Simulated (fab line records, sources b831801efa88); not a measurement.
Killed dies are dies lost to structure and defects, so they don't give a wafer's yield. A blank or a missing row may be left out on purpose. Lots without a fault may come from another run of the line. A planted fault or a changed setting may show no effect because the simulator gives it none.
Problem report in the 8D (eight disciplines) form, filled by code | flow sky130 | the parts of the form that need people (team, actions taken, sign-off) are left out

1. THE PROBLEM
chamber_pressure_Torr at SKY_VIA3_CVD_21 reads a mean of 42.45 Torr on 2 wafers of 2 lots; wafers without a fault read 40.00 Torr with a standard deviation of 0.085. That is +29 standard deviations from the usual mean.
The step: deposits W, target thk 390 nm, time 117.31 s.
First seen on wafer L510.5, day 41 06:17, on cvd_w-01. The record holds 33 wafers of 11 lots with a number at this step. Rule for "out", or "out of limits": more than 4 standard deviations from the usual mean. The other wafers with a number count as sound.

2. WHAT IT IS AND WHAT IT IS NOT
question                    | is                    | is not
which readings at this step | chamber_pressure_Torr | heater_power_w
which lots                  | L510, L511            | L506, L518, L519, L520, L521, L523, L525, L526, L527
which wafers of those lots  | L510.5, L511.5        | L510.1, L510.6, L511.2, L511.3
read on which tools         | cvd_w-01              | cvd_w-02
when                        | from day 41 06:17     | up to then (5 sound wafers); but 26 sound wafers of L511, L518, L519, L520, L521, L523, L525, L526, L527 came after

3. SUSPECTS, AND WHAT RULES EACH OUT
Counting: a tool at a process step up to the reading stays a suspect if it ran every lot that is out. Sound lots after the first of them don't rule it out here, since some wafers of a struck lot are sound.
- pecvd-03 at SKY_CAPM_CVD_00 (deposits SiO2, target thk 15.5 nm): kept. It ran every lot that is out, first L510 (day 38 01:33).
- cvd_w-01 at SKY_VIA3_CVD_21 (deposits W, target thk 390 nm, time 117.31 s): kept. It ran every lot that is out, first L510 (day 41 06:17); its last sound lot up to then is L506 (day 40 00:36). Its own readings are out on those wafers: chamber_pressure_Torr.
- Within cvd_w-01 at SKY_VIA3_CVD_21: the wafers that are out ran in chamber 0; their sound lot-mates ran in chamber 1.
Left after counting: pecvd-03 at SKY_CAPM_CVD_00, cvd_w-01 at SKY_VIA3_CVD_21.

4. THE CAUSE (what the simulator had put in)
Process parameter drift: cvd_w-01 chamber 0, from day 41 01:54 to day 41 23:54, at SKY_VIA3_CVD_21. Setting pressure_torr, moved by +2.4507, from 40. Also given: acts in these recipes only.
Counting left 2 suspects, and this tool is among them.

5. THE CHAIN OF EFFECTS, in route order
Each row: a reading whose mean over the struck wafers that have a number lies more than 3 standard deviations from the usual. Only readings for which the record gives a usual standard deviation are gone through. hours: the time from each lot's start at the first step in this table that gives one to its start at this step, as a median over the lots. sigmas: the change in usual standard deviations.
hours | step            | reading               | usual      | on struck wafers | change | sigmas
0     | SKY_VIA3_CVD_21 | chamber_pressure_Torr | 40.00 Torr | 42.45            | +2.45  | +29
The process steps in it:
- SKY_VIA3_CVD_21: deposits W, target thk 390 nm, time 117.31 s.
Later measuring or inspecting steps at which every struck wafer that the step has a row for has a number for every such reading, and none has moved that far: SKY_VIA3_RS_MEAS_22.

6. WHAT WOULD HAVE CAUGHT IT SOONER
In this record the first reading out of limits was taken at day 41 06:17, 4 hours after the fault began at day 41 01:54.
